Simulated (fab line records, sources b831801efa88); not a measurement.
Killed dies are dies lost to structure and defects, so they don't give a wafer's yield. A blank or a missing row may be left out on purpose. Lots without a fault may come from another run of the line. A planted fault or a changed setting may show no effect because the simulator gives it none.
fab line records | flow gf180mcu
record lots=5 wafers=15 last_day=34
route steps=602 shown M4@459 V4@476
lots that met no fault: from a run of the same line without faults
start_h: hours from the record's first day to the start of the lot's first wafer shown | wait_h: hours since the lot's step before | " the same as in the row above | L1.1+2: a row that stands for several wafers | - no value, or no start given | * or withheld: withheld | < > ~ a bound
route shown NAME@n: a module of which the file shows steps, and the number in the route of the first | usual: mean/standard deviation of fault-free wafers | same: alike in all rows | chamber/n: place in a boat | sites: the reading at each site | _std_site: their standard deviation | _edge_site: outer sites' mean less inner sites' | radius_mm: how far each site lies from the wafer's centre | mask NAME#n: copy n | behind: the tool/chamber that last shaped the wafer | hold: why the lot was held/for how many hours/how that ended | device: the transistor (n, p or np) that didn't switch | end of line: the same wafers' tests at the end of the route | a step without rows: its recipe alone | killed: dies lost to structure and defects at the first sort, not the wafer's yield | map: a wafer's dies, x killed, . not, _ none there
set.NAME: the setting as run; set.NAME@STEP: as run at that earlier step | model.NAME: the simulator's own value behind a step, which no gauge read
lots at some steps of the route; a table a step, a row a wafer
services: from which hour (start_h, from the record's first day; less than 0 if before it) a tool's chamber was out of use, for how many hours, and why
## steps
# step GF_M4_SPUTTER_03
# recipe material=Ti target_thk_nm=10 substrate_temp_c=300 chamber_pressure_pa=0.3 power_w=3000 time_s=6.7
# usual throttle_valve_pct=29.5/1
# same time_s=6.7
# columns lot.wafer tool chamber start_h wait_h throttle_valve_pct
L077.2 pvd_sputter-03 - 540.56 0.0 28.8
L077.4 " - " " 28.8
L077.6 " - " " 29.3
L080.1 pvd_sputter-04 - 567.01 0.0 29.3
L080.3 " - " " 30.1
L080.4 " - " " 31.2
L084.1 pvd_sputter-03 - 598.57 0.0 30.4
L084.2 " - " " 29.0
L084.5 " - " " 29.2
L092.1 pvd_sputter-04 - 661.37 0.0 28.4
L092.2 " - " " 29.2
L092.6 " - " " 29.4
L096.3 pvd_sputter-04 - 683.87 0.0 31.6
L096.5 " - " " 29.4
L096.6 " - " " 31.5
# step GF_M4_SPUTTER_04
# recipe material=TiN target_thk_nm=50 power_w=6500 time_s=41.7 chamber_pressure_pa=0.4
# usual throttle_valve_pct=29.5/1
# same time_s=41.7
# columns lot.wafer tool chamber start_h wait_h throttle_valve_pct
L077.2 pvd_sputter-03 - 540.58 0.0 28.9
L077.4 " - " " 28.8
L077.6 " - " " 29.5
L080.1 pvd_sputter-04 - 567.03 0.0 29.4
L080.3 " - " " 30.2
L080.4 " - " " 31.5
L084.1 pvd_sputter-03 - 598.59 0.0 30.8
L084.2 " - " " 28.9
L084.5 " - " " 29.0
L092.1 pvd_sputter-04 - 661.39 0.0 28.5
L092.2 " - " " 29.3
L092.6 " - " " 29.0
L096.3 pvd_sputter-04 - 683.89 0.0 31.3
L096.5 " - " " 29.2
L096.6 " - " " 31.5
# step GF_M4_RS_MEAS_05
# recipe thk_meas_gauge=four-point-probe reads=TiN_of_M4_SPUTTER_04+Ti_of_M4_SPUTTER_03+AlCu_of_M4_SPUTTER_02+TiN_of_M4_SPUTTER_01+Ti_of_M4_SPUTTER_00
# usual M4_ALCU_RS=0.0695/0.00084
# columns lot.wafer tool chamber start_h wait_h M4_ALCU_RS[ohm/sq]
L077.2 film_metro-04 - 540.64 0.0 0.0702
L077.4 " - " " 0.0696
L077.6 " - " " 0.0699
L080.1 film_metro-04 - 567.07 0.0 0.0704
L080.3 " - " " 0.0708
L080.4 " - " " 0.0710
L084.1 film_metro-04 - 598.63 0.0 0.0698
L084.2 " - " " 0.0694
L084.5 " - " " 0.0694
L092.1 film_metro-01 - 661.43 0.0 0.0698
L092.2 " - " " 0.0693
L092.6 " - " " 0.0696
L096.3 film_metro-01 - 683.97 0.1 0.0702
L096.5 " - " " 0.0690
L096.6 " - " " 0.0697
# step GF_M4_THK_MEAS_06
# recipe thk_meas_gauge=xrf reads=AlCu_of_M4_SPUTTER_02
# usual M4_ALCU_THK=456/5.8
# columns lot.wafer tool chamber start_h wait_h M4_ALCU_THK[nm]
L077.2 film_metro-04 - 540.75 0.1 451
L077.4 " - " " 455
L077.6 " - " " 453
L080.1 film_metro-04 - 567.19 0.1 449
L080.3 " - " " 447
L080.4 " - " " 443
L084.1 film_metro-04 - 598.75 0.1 453
L084.2 " - " " 453
L084.5 " - " " 455
L092.1 film_metro-01 - 661.55 0.1 456
L092.2 " - " " 457
L092.6 " - " " 457
L096.3 film_metro-01 - 684.07 0.1 452
L096.5 " - " " 463
L096.6 " - " " 457
# step GF_M4_DEHYDRATE_07
# recipe temp_c=200 time_s=60
# same time_s=60
# columns lot.wafer tool chamber start_h wait_h
L077.2+4+6 litho_track-01 0 551.53 10.8
L080.1+3+4 litho_track-01 0 576.95 9.8
L084.1+2+5 litho_track-03 0 608.05 9.3
L092.1+2+6 litho_track-03 0 670.20 8.6
L096.3+5+6 litho_track-01 0 693.15 9.1
# step GF_M4_HMDS_08
# recipe prime_time_s=60 prime_temp_c=120
# columns lot.wafer tool chamber start_h wait_h
L077.2+4+6 litho_track-01 0 551.68 0.1
L080.1+3+4 litho_track-01 0 577.10 0.1
L084.1+2+5 litho_track-03 0 608.20 0.1
L092.1+2+6 litho_track-03 0 670.35 0.1
L096.3+5+6 litho_track-01 0 693.30 0.1
# step GF_M4_COAT_09
# recipe resist=KrF spin_rpm=withheld resist_thk_nm=1000
# usual dispense_pressure_kPa=53.6/1
# columns lot.wafer tool chamber start_h wait_h dispense_pressure_kPa
L077.2 litho_track-01 0 551.83 0.1 52.9
L077.4 " 0 " " 52.9
L077.6 " 0 " " 52.8
L080.1 litho_track-01 0 577.25 0.1 52.9
L080.3 " 0 " " 52.8
L080.4 " 0 " " 52.8
L084.1 litho_track-03 0 608.35 0.1 54.8
L084.2 " 0 " " 54.8
L084.5 " 0 " " 54.8
L092.1 litho_track-03 0 670.50 0.1 54.8
L092.2 " 0 " " 54.8
L092.6 " 0 " " 54.8
L096.3 litho_track-01 0 693.45 0.1 52.8
L096.5 " 0 " " 52.8
L096.6 " 0 " " 52.9
# step GF_M4_SOFTBAKE_10
# recipe temp_c=130 time_s=60 resist=KrF
# same time_s=60
# columns lot.wafer tool chamber start_h wait_h
L077.2+4+6 litho_track-01 0 551.98 0.1
L080.1+3+4 litho_track-01 0 577.40 0.1
L084.1+2+5 litho_track-03 0 608.50 0.1
L092.1+2+6 litho_track-03 0 670.65 0.1
L096.3+5+6 litho_track-01 0 693.60 0.1
# step GF_M4_EXPOSE_11
# recipe mask_id=Metal4 target_cd_nm=280 na=0.68 source_shape=conventional sigma_outer=0.6 dose_mj=28
# usual exposure_dose_mJ_cm2=27.997/0.027
# columns lot.wafer tool chamber start_h wait_h mask exposure_dose_mJ_cm2
L077.2 krf_scanner-01 0 - - Metal4#0 28.021
L077.4 " 0 " " Metal4#0 28.018
L077.6 " 0 " " Metal4#0 27.999
L080.1 krf_scanner-02 0 - - Metal4#0 28.007
L080.3 " 0 " " Metal4#0 28.005
L080.4 " 0 " " Metal4#0 27.969
L084.1 krf_scanner-02 0 - - Metal4#0 28.028
L084.2 " 0 " " Metal4#0 28.003
L084.5 " 0 " " Metal4#0 28.003
L092.1 krf_scanner-02 0 - - Metal4#0 27.977
L092.2 " 0 " " Metal4#0 28.018
L092.6 " 0 " " Metal4#0 28.015
L096.3 krf_scanner-02 0 - - Metal4#0 28.036
L096.5 " 0 " " Metal4#0 27.985
L096.6 " 0 " " Metal4#0 28.020
# step GF_M4_PEB_12
# recipe peb_temp_c=135 peb_time_s=90 resist=KrF
# columns lot.wafer tool chamber start_h wait_h
L077.2+4+6 litho_track-01 0 - -
L080.1+3+4 litho_track-03 0 - -
L084.1+2+5 litho_track-04 0 - -
L092.1+2+6 litho_track-01 0 - -
L096.3+5+6 litho_track-04 0 - -
# step GF_M4_DEVELOP_13
# recipe develop_time_s=60 dev_temp_c=21
# columns lot.wafer tool chamber start_h wait_h
L077.2+4+6 litho_track-01 0 562.33 0.2
L080.1+3+4 litho_track-03 0 588.15 0.2
L084.1+2+5 litho_track-04 0 619.16 0.2
L092.1+2+6 litho_track-01 0 680.50 0.2
L096.3+5+6 litho_track-04 0 702.81 0.1
# step GF_M4_CD_MEAS_14
# recipe target_cd_nm=280
# usual cd_nm=279.7/1.1
# columns lot.wafer tool chamber start_h wait_h cd_nm
L077.2 cd_sem-01 - 562.51 0.2 280.9
L077.4 " - " " 279.4
L077.6 " - " " 280.1
L080.1 cd_sem-01 - 588.30 0.1 280.3
L080.3 " - " " 280.0
L080.4 " - " " 279.6
L084.1 cd_sem-01 - 619.31 0.1 278.6
L084.2 " - " " 277.9
L084.5 " - " " 279.6
L092.1 cd_sem-01 - 680.65 0.1 277.6
L092.2 " - " " 277.9
L092.6 " - " " 277.4
L096.3 cd_sem-02 - 702.96 0.1 277.7
L096.5 " - " " 279.4
L096.6 " - " " 278.2
# step GF_M4_OVL_MEAS_15
# usual M4_OVL=3/5.5
# columns lot.wafer tool chamber start_h wait_h M4_OVL[nm]
L077.2 overlay-01 - 562.61 0.1 1
L077.4 " - " " 3
L077.6 " - " " 3
L080.1 overlay-02 - 588.42 0.1 1
L080.3 " - " " -2
L080.4 " - " " -3
L084.1 overlay-01 - 619.43 0.1 6
L084.2 " - " " 3
L084.5 " - " " 9
L092.1 overlay-02 - 680.77 0.1 2
L092.2 " - " " -2
L092.6 " - " " -4
L096.3 overlay-02 - 703.05 0.1 14
L096.5 " - " " 12
L096.6 " - " " 12
# step GF_M4_METAL_ETCH_16
# recipe chemistry=Cl2/BCl3 mask_material=KrF target_depth_nm=627.5 stop_on=SiO2 pressure_mtorr=8 icp_w=800 bias_w=140 Cl2_flow_sccm=80 bcl3_flow_sccm=40 time_s=104.6
# usual drypump_motor_current_A=5.5/0.51 oes_product_au=0.972/0.007 throttle_valve_pct=28.250/0.01
# same time_s=104.6
# columns lot.wafer tool chamber start_h wait_h drypump_motor_current_A oes_product_au rf_hours_counter_h throttle_valve_pct
L077.2 rie_metal-03 0 562.64 0.0 5.6 0.963 4 28.266
L077.4 " 1 " " 4.8 0.972 - 28.256
L077.6 " 1 " " 4.8 0.967 - 28.247
L080.1 rie_metal-02 1 588.46 0.0 6.1 0.970 11 28.256
L080.3 " 0 " " 5.5 0.954 - 28.253
L080.4 " 1 " " 6.1 0.964 - 28.266
L084.1 rie_metal-03 0 619.47 0.0 5.7 0.985 5 28.253
L084.2 " 1 " " 4.8 0.975 11 28.245
L084.5 " 0 " " 5.6 0.970 - 28.244
L092.1 rie_metal-03 0 680.81 0.0 5.7 0.968 7 28.250
L092.2 " 1 " " 4.8 0.979 14 28.236
L092.6 " 1 " " 4.8 0.975 - 28.268
L096.3 rie_metal-01 0 703.12 0.1 6.2 0.977 - 28.260
L096.5 " 0 " " 6.2 0.981 - 28.245
L096.6 " 1 " " 5.1 0.971 - 28.253
# step GF_M4_STRIP_17
# recipe chemistry=O2/N2 power_w=1400 pressure_mtorr=1500 platen_temp_c=250 o2_flow_sccm=3000 n2_flow_sccm=300 overash_fraction=0.5
# usual drypump_motor_current_A=5.8/0.52 heater_power_w=321/15 oes_product_au=0.557/0.0054 strip_time_to_endpoint_s=7.86/0.055
# columns lot.wafer tool chamber start_h wait_h drypump_motor_current_A heater_power_w oes_product_au rf_hours_counter_h strip_time_to_endpoint_s
L077.2 plasma_asher-01 0 562.79 0.1 5.0 332 0.561 74 7.84
L077.4 " 0 " " 5.0 323 0.554 - 7.78
L077.6 " 1 " " 6.1 360 0.552 - 7.83
L080.1 plasma_asher-04 1 588.57 0.1 5.3 307 0.553 100 7.86
L080.3 " 0 " " 6.5 324 0.557 - 7.91
L080.4 " 1 " " 5.3 301 0.554 - 7.86
L084.1 plasma_asher-02 0 619.58 0.1 6.1 303 0.562 20 7.88
L084.2 " 1 " " 5.6 326 0.549 20 7.81
L084.5 " 1 " " 5.6 324 0.560 - 7.88
L092.1 plasma_asher-04 0 680.92 0.1 6.5 329 0.567 110 7.96
L092.2 " 1 " " 5.3 294 0.555 110 7.84
L092.6 " 0 " " 6.5 328 0.559 - 7.86
L096.3 plasma_asher-04 1 703.22 0.1 5.3 295 0.567 - 7.87
L096.5 " 1 " " 5.3 306 0.552 - 7.84
L096.6 " 0 " " 6.5 326 0.563 - 7.85
# step GF_M4_STRIP_18
# recipe chemistry=post_etch_residue_remover time_s=1200 temp_c=72.5
# same time_s=1200
# columns lot.wafer tool chamber start_h wait_h
L077.2+4+6 wet_bench-02 2 562.89 0.1
L080.1+3+4 wet_bench-02 0 588.67 0.1
L084.1+2+5 wet_bench-01 0 619.68 0.1
L092.1+2+6 wet_bench-02 1 681.02 0.1
L096.3+5+6 wet_bench-02 3 703.30 0.0
# step GF_M4_CLEAN_19
# recipe chemistry=DIW dry=n2_spin
# columns lot.wafer tool chamber start_h wait_h
L077.2+4+6 wet_bench-03 1 563.23 0.0
L080.1+3+4 wet_bench-03 1 589.01 0.0
L084.1+2+5 wet_bench-02 2 620.05 0.0
L092.1+2+6 wet_bench-03 3 681.36 0.0
L096.3+5+6 wet_bench-03 1 703.64 0.0
# step GF_V4_CVD_00
# recipe material=SiO2 target_thk_nm=600 sigma_open_frac=0.3 temp_c=400 time_s=100 sih4_flow_sccm=60 pressure_mtorr=6
# same time_s=100
# columns lot.wafer tool chamber start_h wait_h
L077.2+4+6 hdpcvd-01 2,2,0 563.32 0.0
L080.1+3+4 hdpcvd-01 0,1,1 589.11 0.0
L084.1+2+5 hdpcvd-01 0,2,0 620.14 0.0
L092.1+2+6 hdpcvd-01 2,1,1 681.45 0.0
L096.3+5+6 hdpcvd-01 1,1,2 703.74 0.0
# step GF_V4_THK_MEAS_01
# recipe reads=SiO2_of_V4_CVD_00
# usual V4_CVD_00_THK=603/7.7
# columns lot.wafer tool chamber start_h wait_h V4_CVD_00_THK[nm]
L077.2 film_metro-02 - 563.41 0.0 596
L077.4 " - " " 599
L077.6 " - " " 601
L080.1 film_metro-02 - 589.18 0.0 588
L080.3 " - " " 604
L080.4 " - " " 610
L084.1 film_metro-02 - 620.22 0.0 601
L084.2 " - " " 608
L084.5 " - " " 606
L092.1 film_metro-02 - 681.52 0.0 606
L092.2 " - " " 611
L092.6 " - " " 615
L096.3 film_metro-02 - 703.84 0.1 597
L096.5 " - " " 605
L096.6 " - " " 602
# step GF_V4_CVD_02
# recipe material=SiO2 target_thk_nm=850 precursor=TEOS temp_c=400 time_s=94.851 rf_w=600
# usual heater_power_w=668/120
# same time_s=94.851
# columns lot.wafer tool chamber start_h wait_h heater_power_w
L077.2 pecvd-04 0 563.46 0.0 519
L077.4 " 1 " " 759
L077.6 " 0 " " 533
L080.1 pecvd-01 1 589.24 0.1 872
L080.3 " 2 " " 835
L080.4 " 2 " " 671
L084.1 pecvd-01 2 620.28 0.1 814
L084.2 " 1 " " 924
L084.5 " 2 " " 832
L092.1 pecvd-04 1 681.58 0.1 781
L092.2 " 0 " " 437
L092.6 " 0 " " 489
L096.3 pecvd-03 1 703.88 0.0 707
L096.5 " 1 " " 739
L096.6 " 2 " " 491
# step GF_V4_THK_MEAS_03
# recipe reads=SiO2_of_V4_CVD_02
# usual V4_CVD_02_THK=850/11
# columns lot.wafer tool chamber start_h wait_h V4_CVD_02_THK[nm]
L077.2 film_metro-03 - 563.54 0.0 855
L077.4 " - " " 852
L077.6 " - " " 859
L080.1 film_metro-03 - 589.31 0.0 834
L080.3 " - " " 839
L080.4 " - " " 855
L084.1 film_metro-03 - 620.35 0.0 838
L084.2 " - " " 830
L084.5 " - " " 840
L092.1 film_metro-03 - 681.65 0.0 850
L092.2 " - " " 849
L092.6 " - " " 871
L096.3 film_metro-04 - 703.96 0.1 848
L096.5 " - " " 858
L096.6 " - " " 867
# step GF_V4_CMP_04
# recipe material=SiO2 down_force_psi=4 platen_rpm=60 pad_velocity_m_s=0.94248
# usual motor_current_A=12.1/1.1 platen_rpm=60.01/0.048 time_to_endpoint_s=80/4.7
# columns lot.wafer tool chamber start_h wait_h motor_current_A platen_rpm time_to_endpoint_s
L077.4 cmp-02 2 563.59 0.0 10.0 60.09 80
L077.2 " 3 " " 12.6 59.95 86
L077.6 " 3 " " 12.7 60.05 82
L080.1 cmp-02 0 589.37 0.1 10.5 60.00 79
L080.3 " 2 " " 9.4 59.94 74
L080.4 " 3 " " 12.3 59.99 83
L084.1 cmp-01 3 620.41 0.1 12.1 60.01 73
L084.2 " 1 " " 12.5 59.97 77
L084.5 " 3 " " 11.8 60.06 77
L092.1 cmp-01 0 681.76 0.1 12.6 59.99 83
L092.2 " 2 " " 12.1 60.02 85
L092.6 " 3 " " 11.9 59.91 87
L096.3 cmp-01 1 704.15 0.2 13.6 60.00 82
L096.6 " 2 " " 12.9 59.98 88
L096.5 " 3 " " 12.1 59.93 82
# step GF_V4_BOW_MEAS_05
# recipe mode=bow
# usual V4_BOW=135/9.2
# columns lot.wafer tool chamber start_h wait_h V4_BOW[um]
L077.2 film_metro-03 - 563.91 0.2 148
L077.4 " - " " 147
L077.6 " - " " 144
L080.1 film_metro-02 - 589.67 0.2 129
L080.3 " - " " 131
L080.4 " - " " 122
L084.1 film_metro-03 - 620.71 0.2 138
L084.2 " - " " 135
L084.5 " - " " 136
L092.1 film_metro-02 - 682.01 0.2 152
L092.2 " - " " 152
L092.6 " - " " 139
L096.3 film_metro-04 - 704.34 0.1 134
L096.5 " - " " 139
L096.6 " - " " 134
# step GF_V4_DEHYDRATE_06
# recipe temp_c=200 time_s=60
# same time_s=60
# columns lot.wafer tool chamber start_h wait_h
L077.2+4+6 litho_track-04 0 574.14 10.2
L080.1+3+4 litho_track-03 0 599.35 9.7
L084.1+2+5 litho_track-04 0 629.91 9.2
L092.1+2+6 litho_track-03 0 690.70 8.7
L096.3+5+6 litho_track-04 0 712.16 7.8
# step GF_V4_HMDS_07
# recipe prime_time_s=60 prime_temp_c=120
# columns lot.wafer tool chamber start_h wait_h
L077.2+4+6 litho_track-04 0 574.29 0.1
L080.1+3+4 litho_track-03 0 599.50 0.1
L084.1+2+5 litho_track-04 0 630.06 0.1
L092.1+2+6 litho_track-03 0 690.85 0.1
L096.3+5+6 litho_track-04 0 712.31 0.1
# step GF_V4_COAT_08
# recipe resist=BARC temp_c=withheld time_s=withheld spin_rpm=withheld resist_thk_nm=withheld
# usual dispense_pressure_kPa=52.4/3
# columns lot.wafer tool chamber start_h wait_h dispense_pressure_kPa
L077.2 litho_track-04 0 574.44 0.1 52.6
L077.4 " 0 " " 52.6
L077.6 " 0 " " 52.6
L080.1 litho_track-03 0 599.65 0.1 54.8
L080.3 " 0 " " 54.8
L080.4 " 0 " " 54.8
L084.1 litho_track-04 0 630.21 0.1 52.6
L084.2 " 0 " " 52.6
L084.5 " 0 " " 52.6
L092.1 litho_track-03 0 691.00 0.1 54.8
L092.2 " 0 " " 54.7
L092.6 " 0 " " 54.8
L096.3 litho_track-04 0 712.46 0.1 52.6
L096.5 " 0 " " 52.6
L096.6 " 0 " " 52.6
# step GF_V4_COAT_09
# recipe resist=KrF spin_rpm=withheld resist_thk_nm=1000
# usual dispense_pressure_kPa=52.4/3
# columns lot.wafer tool chamber start_h wait_h dispense_pressure_kPa
L077.2 litho_track-04 0 - - 52.6
L077.4 " 0 " " 52.6
L077.6 " 0 " " 52.6
L080.1 litho_track-03 0 - - 54.8
L080.3 " 0 " " 54.8
L080.4 " 0 " " 54.8
L084.1 litho_track-04 0 - - 52.6
L084.2 " 0 " " 52.6
L084.5 " 0 " " 52.6
L092.1 litho_track-03 0 - - 54.8
L092.2 " 0 " " 54.8
L092.6 " 0 " " 54.8
L096.3 litho_track-04 0 - - 52.6
L096.5 " 0 " " 52.6
L096.6 " 0 " " 52.6
# step GF_V4_SOFTBAKE_10
# recipe temp_c=130 time_s=60 resist=KrF
# same time_s=60
# columns lot.wafer tool chamber start_h wait_h
L077.2+4+6 litho_track-04 0 - -
L080.1+3+4 litho_track-03 0 - -
L084.1+2+5 litho_track-04 0 - -
L092.1+2+6 litho_track-03 0 - -
L096.3+5+6 litho_track-04 0 - -
# step GF_V4_EXPOSE_11
# recipe mask_id=Via4 target_cd_nm=260 na=0.68 source_shape=conventional sigma_outer=0.6 dose_mj=38
# usual exposure_dose_mJ_cm2=38.00/0.035
# columns lot.wafer tool chamber start_h wait_h mask exposure_dose_mJ_cm2
L077.2 krf_scanner-01 0 - - Via4#0 37.98
L077.4 " 0 " " Via4#0 37.94
L077.6 " 0 " " Via4#0 37.95
L080.1 krf_scanner-02 0 - - Via4#0 38.04
L080.3 " 0 " " Via4#0 37.99
L080.4 " 0 " " Via4#0 38.07
L084.1 krf_scanner-01 0 - - Via4#0 37.97
L084.2 " 0 " " Via4#0 38.00
L084.5 " 0 " " Via4#0 37.97
L092.1 krf_scanner-01 0 - - Via4#0 38.01
L092.2 " 0 " " Via4#0 38.03
L092.6 " 0 " " Via4#0 38.03
L096.3 krf_scanner-02 0 - - Via4#0 37.99
L096.5 " 0 " " Via4#0 37.97
L096.6 " 0 " " Via4#0 37.98
# step GF_V4_PEB_12
# recipe peb_temp_c=135 peb_time_s=90 resist=KrF
# columns lot.wafer tool chamber start_h wait_h
L077.2+4+6 litho_track-04 0 - -
L080.1+3+4 litho_track-02 0 - -
L084.1+2+5 litho_track-02 0 - -
L092.1+2+6 litho_track-04 0 - -
L096.3+5+6 litho_track-03 0 - -
# step GF_V4_DEVELOP_13
# recipe develop_time_s=60 resist=KrF dev_temp_c=21
# columns lot.wafer tool chamber start_h wait_h
L077.2+4+6 litho_track-04 0 585.04 0.2
L080.1+3+4 litho_track-02 0 610.66 0.2
L084.1+2+5 litho_track-02 0 640.86 0.2
L092.1+2+6 litho_track-04 0 700.81 0.2
L096.3+5+6 litho_track-03 0 722.35 0.1
# step GF_V4_CD_MEAS_14
# recipe target_cd_nm=260
# usual cd_nm=260.0/1.4
# columns lot.wafer tool chamber start_h wait_h cd_nm
L077.2 cd_sem-02 - 585.18 0.1 261.1
L077.4 " - " " 261.7
L077.6 " - " " 261.0
L080.1 cd_sem-02 - 610.81 0.1 259.3
L080.3 " - " " 259.6
L080.4 " - " " 259.9
L084.1 cd_sem-02 - 641.01 0.1 261.3
L084.2 " - " " 261.3
L084.5 " - " " 261.3
L092.1 cd_sem-02 - 700.96 0.1 259.3
L092.2 " - " " 259.8
L092.6 " - " " 259.1
L096.3 cd_sem-01 - 722.49 0.1 261.0
L096.5 " - " " 260.1
L096.6 " - " " 261.1
# step GF_V4_OVL_MEAS_15
# usual V4_OVL=0/6.7
# columns lot.wafer tool chamber start_h wait_h V4_OVL[nm]
L077.2 overlay-02 - 585.29 0.1 6
L077.4 " - " " 9
L077.6 " - " " 12
L080.1 overlay-02 - 610.93 0.1 -12
L080.3 " - " " -15
L080.4 " - " " -11
L084.1 overlay-02 - 641.13 0.1 9
L084.2 " - " " -2
L084.5 " - " " -4
L092.1 overlay-02 - 701.08 0.1 12
L092.2 " - " " -3
L092.6 " - " " -2
L096.3 overlay-02 - 722.58 0.1 2
L096.5 " - " " -1
L096.6 " - " " 1
# step GF_V4_ETCH_16
# recipe chemistry=N2/H2 target_depth_a=withheld overetch_a=withheld time_s=withheld target=BARC ion_energy_ev=200 source_w=500 bias_w=100 pressure_mtorr=30 n2_flow_sccm=100 h2_flow_sccm=200
# usual drypump_motor_current_A=5.6/0.4 oes_product_au=0.855/0.0048 throttle_valve_pct=13.225/0.0089
# columns lot.wafer tool chamber start_h wait_h drypump_motor_current_A oes_product_au throttle_valve_pct
L077.2 rie_diel-01 1 585.32 0.0 5.6 0.857 13.224
L077.4 " 0 " " 5.3 0.848 13.210
L077.6 " 3 " " 6.1 0.861 13.233
L080.1 rie_diel-01 1 610.97 0.0 5.6 0.855 13.230
L080.3 " 3 " " 6.1 0.854 13.241
L080.4 " 0 " " 5.3 0.856 13.225
L084.1 rie_diel-04 1 641.17 0.0 4.8 0.852 13.224
L084.2 " 0 " " 5.7 0.854 13.216
L084.5 " 1 " " 4.8 0.847 13.224
L092.1 rie_diel-04 2 701.12 0.0 5.7 0.862 13.223
L092.2 " 1 " " 4.8 0.857 13.221
L092.6 " 2 " " 5.7 0.853 13.221
L096.3 rie_diel-02 1 722.61 0.0 5.7 0.858 13.218
L096.5 " 1 " " 5.7 0.859 13.236
L096.6 " 2 " " 5.0 0.851 13.225
# step GF_V4_ETCH_17
# recipe chemistry=C4F8/O2/Ar mask_material=KrF target=SiO2 stop_on=TiN source_w=1500 bias_w=1200 pressure_mtorr=40 c4f8_flow_sccm=withheld O2_flow_sccm=6 Ar_flow_sccm=300 time_s=withheld target_depth_a=6300
# usual oes_product_au=0.855/0.0051
# columns lot.wafer tool chamber start_h wait_h oes_product_au
L077.2 rie_diel-01 1 - - 0.854
L077.4 " 0 " " 0.859
L077.6 " 3 " " 0.847
L080.1 rie_diel-01 1 - - 0.861
L080.3 " 3 " " 0.851
L080.4 " 0 " " 0.857
L084.1 rie_diel-04 1 - - 0.845
L084.2 " 0 " " 0.851
L084.5 " 1 " " 0.863
L092.1 rie_diel-04 2 - - 0.857
L092.2 " 1 " " 0.851
L092.6 " 2 " " 0.855
L096.3 rie_diel-02 1 - - 0.846
L096.5 " 1 " " 0.854
L096.6 " 2 " " 0.854
# step GF_V4_STRIP_18
# recipe chemistry=O2/N2 power_w=1400 pressure_mtorr=1500 platen_temp_c=250 o2_flow_sccm=3000 n2_flow_sccm=300 overash_fraction=0.5
# usual drypump_motor_current_A=5.7/0.56 heater_power_w=340/30 oes_product_au=0.592/0.0049
# columns lot.wafer tool chamber start_h wait_h drypump_motor_current_A heater_power_w oes_product_au rf_hours_counter_h
L077.2 plasma_asher-04 1 585.45 - 5.2 295 0.586 99
L077.4 " 1 " " 5.3 297 0.584 -
L077.6 " 1 " " 5.3 298 0.599 -
L080.1 plasma_asher-01 0 611.10 - 5.0 326 0.595 78
L080.3 " 0 " " 5.0 332 0.587 -
L080.4 " 1 " " 6.1 340 0.590 -
L084.1 plasma_asher-01 0 641.30 - 5.0 321 0.591 82
L084.2 " 1 " " 6.1 355 0.589 82
L084.5 " 0 " " 5.0 337 0.594 -
L092.1 plasma_asher-04 1 701.25 - 5.3 298 0.583 112
L092.2 " 0 " " 6.6 326 0.587 112
L092.6 " 1 " " 5.2 300 0.599 -
L096.3 plasma_asher-03 1 722.77 - 5.7 380 0.591 -
L096.5 " 1 " " 5.8 360 0.592 -
L096.6 " 0 " " 5.3 397 0.592 -
# step GF_V4_STRIP_19
# recipe chemistry=post_etch_residue_remover time_s=1200 temp_c=72.5
# same time_s=1200
# columns lot.wafer tool chamber start_h wait_h
L077.2+4+6 wet_bench-04 1 585.55 0.1
L080.1+3+4 wet_bench-02 3 611.20 0.1
L084.1+2+5 wet_bench-04 0 641.40 0.1
L092.1+2+6 wet_bench-02 1 701.35 0.1
L096.3+5+6 wet_bench-01 2 722.84 0.0
# step GF_V4_CLEAN_20
# recipe chemistry=DIW dry=n2_spin
# columns lot.wafer tool chamber start_h wait_h
L077.2+4+6 wet_bench-01 3 585.89 0.0
L080.1+3+4 wet_bench-04 2 611.54 0.0
L084.1+2+5 wet_bench-01 1 641.77 0.0
L092.1+2+6 wet_bench-01 0 701.69 0.0
L096.3+5+6 wet_bench-02 3 723.21 0.0
# step GF_V4_SPUTTER_21
# recipe material=Ti target_thk_nm=15 chamber_pressure_pa=5 power_w=2500 substrate_temp_c=200 time_s=80.02
# usual throttle_valve_pct=30.5/1.6
# same time_s=80.02
# columns lot.wafer tool chamber start_h wait_h throttle_valve_pct
L077.2 pvd_sputter-01 - 585.98 0.0 28.2
L077.4 " - " " 29.0
L077.6 " - " " 30.1
L080.1 pvd_sputter-01 - 611.63 0.0 29.1
L080.3 " - " " 30.0
L080.4 " - " " 30.4
L084.1 pvd_sputter-02 - 641.86 0.0 33.4
L084.2 " - " " 28.6
L084.5 " - " " 31.0
L092.1 pvd_sputter-01 - 701.78 0.0 30.1
L092.2 " - " " 30.4
L092.6 " - " " 28.1
L096.3 pvd_sputter-02 - 723.30 0.0 31.0
L096.5 " - " " 31.6
L096.6 " - " " 31.0
# step GF_V4_SPUTTER_22
# recipe material=TiN target_thk_nm=10 chamber_pressure_pa=5 power_w=4000 time_s=40
# usual throttle_valve_pct=30.5/1.6
# same time_s=40
# columns lot.wafer tool chamber start_h wait_h throttle_valve_pct
L077.2 pvd_sputter-01 - 586.04 0.0 27.7
L077.4 " - " " 29.0
L077.6 " - " " 29.8
L080.1 pvd_sputter-01 - 611.69 0.0 29.3
L080.3 " - " " 30.0
L080.4 " - " " 30.6
L084.1 pvd_sputter-02 - 641.92 0.0 33.1
L084.2 " - " " 28.4
L084.5 " - " " 31.2
L092.1 pvd_sputter-01 - 701.84 0.0 30.3
L092.2 " - " " 30.3
L092.6 " - " " 28.1
L096.3 pvd_sputter-02 - 723.36 0.0 31.2
L096.5 " - " " 31.7
L096.6 " - " " 31.3
## services
# columns tool chamber start_h hours kind
krf_scanner-01 - 522.69 0.8 pm
hdpcvd-01 0 534.69 2.7 repair
pvd_sputter-02 - 537.92 3.6 repair
rie_diel-01 - 551.97 0.2 repair
rie_diel-01 1 559.88 2.4 repair
plasma_asher-04 - 572.04 1.2 repair
krf_scanner-01 - 572.14 0.6 repair
krf_scanner-01 - 582.75 4.0 pm
rie_diel-04 - 589.79 3.0 repair
krf_scanner-01 - 594.50 1.3 pm
krf_scanner-02 - 617.21 1.0 pm
krf_scanner-02 - 622.60 1.3 pm
krf_scanner-02 - 632.63 0.7 repair
rie_diel-04 1 647.58 8.2 repair
wet_bench-02 - 651.07 1.0 repair
plasma_asher-04 - 656.84 2.3 repair
plasma_asher-04 - 658.31 0.5 repair
krf_scanner-02 - 658.66 0.8 pm
krf_scanner-01 - 684.53 1.0 pm
wet_bench-02 - 685.34 1.8 repair
krf_scanner-02 - 687.25 0.8 pm
krf_scanner-01 - 691.57 0.8 pm
pvd_sputter-02 - 716.08 0.7 repair
krf_scanner-02 - 717.59 4.0 pm
## key
fault none
